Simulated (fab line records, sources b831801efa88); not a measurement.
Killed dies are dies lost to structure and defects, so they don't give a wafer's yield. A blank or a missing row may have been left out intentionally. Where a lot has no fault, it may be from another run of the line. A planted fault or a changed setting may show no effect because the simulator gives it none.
Code-filled problem report in 8D (eight disciplines) form | flow gf180mcu | the parts of the form that need people (team, actions taken, sign-off) are left out

## 1. PROBLEM STATEMENT
A mean of 11.81 s is read at GF_HV_LDD_STRIP_49 for strip time to endpoint s, taken on 1 wafer of 1 lot, against 12.65 s (standard deviation 0.036) on wafers free of any fault. That puts it -23 standard deviations away from the usual mean.
The step: strips in O2/N2.
The first sign was on wafer L837.2 at day 15 13:03, on plasma asher-02. The record holds 38 wafers of 13 lots with a number at this step. Rule for "out", or "out of limits": more than 4 standard deviations from the usual mean. The other wafers with a number count as sound.

## 2. WHAT IT IS, WHAT IT ISN'T
question                    | is                       | is not
which readings at this step | strip time to endpoint s | drypump motor current A, heater power w, oes product au
which lots                  | L837                     | L827, L828, L829, L830, L831, L832, L844, L845, L847, L848, L849, L850
which wafers of those lots  | L837.2                   | L837.4
read on which tools         | plasma asher-02          | plasma asher-01, plasma asher-04
when                        | from day 15 13:03        | up to then (19 sound wafers); but 18 sound wafers of L844, L845, L847, L848, L849, L850 came after

## 3. SUSPECTS, AND WHAT RULES EACH OUT
Counting: if a tool at a process step up to the reading ran every lot that is out, it stays a suspect. Sound lots after the first of them don't rule it out here, since some wafers of a struck lot are sound.
- litho track-01 at GF_HV_LDD_COAT_41 (resist thk 1000 nm): kept. The lot that is out, L837, ran on it at day 15 02:00; the last sound lot it ran before that was L832, at day 13 09:25.
- plasma asher-02 at GF_HV_LDD_STRIP_49 (strips in O2/N2): kept. The lot that is out, L837, ran on it at day 15 13:03; the last sound lot it ran before that was L832, at day 13 19:59. Its own strip time to endpoint s readings are out on those wafers.
- Within plasma asher-02 at GF_HV_LDD_STRIP_49: the wafers that are out ran in chamber 1; their sound lot-mates ran in chamber 0.
Left after counting: litho track-01 at GF_HV_LDD_COAT_41, plasma asher-02 at GF_HV_LDD_STRIP_49.

## 4. THE CAUSE (what the simulator had put in)
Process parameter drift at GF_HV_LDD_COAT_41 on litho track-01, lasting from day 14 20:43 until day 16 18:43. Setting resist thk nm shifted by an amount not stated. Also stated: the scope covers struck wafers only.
2 suspects survive the count, and this tool is in that group.

## 5. THE CHAIN OF EFFECTS, in route order
Rows list readings where the struck wafers' mean (over those with a number) sits beyond 3 standard deviations from the usual. Only readings for which the record gives a usual standard deviation are gone through. hours: the time from each lot's start at the first step in this table that gives one to its start at this step, as a median over the lots. sigmas: the change in usual standard deviations.
hours | step               | reading                  | usual   | on struck wafers | change | sigmas
0     | GF_HV_LDD_STRIP_49 | strip time to endpoint s | 12.65 s | 11.81            | -0.84  | -23
The process steps in it:
- GF_HV_LDD_STRIP_49: strips in O2/N2.
Later steps that measure or inspect, where all struck wafers having a row at the step show a number for every such reading and not one has moved that far: GF_HV_LDD_RS_MEAS_53.

## 6. WHAT WOULD HAVE CAUGHT IT SOONER
The fault began at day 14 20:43; the first out-of-limits reading in this record came at day 15 13:03, 16 hours later.
Of the tool readings at GF_HV_LDD_COAT_41 for which the record gives a usual standard deviation, none was out on any struck wafer, so an alarm limit of 4 standard deviations on them would not have fired.
Each of the lots that are out, 1 in all, had begun GF_HV_LDD_COAT_41 on litho track-01 no later than day 15 13:03. Holding the tool at that point would not have protected any of them.
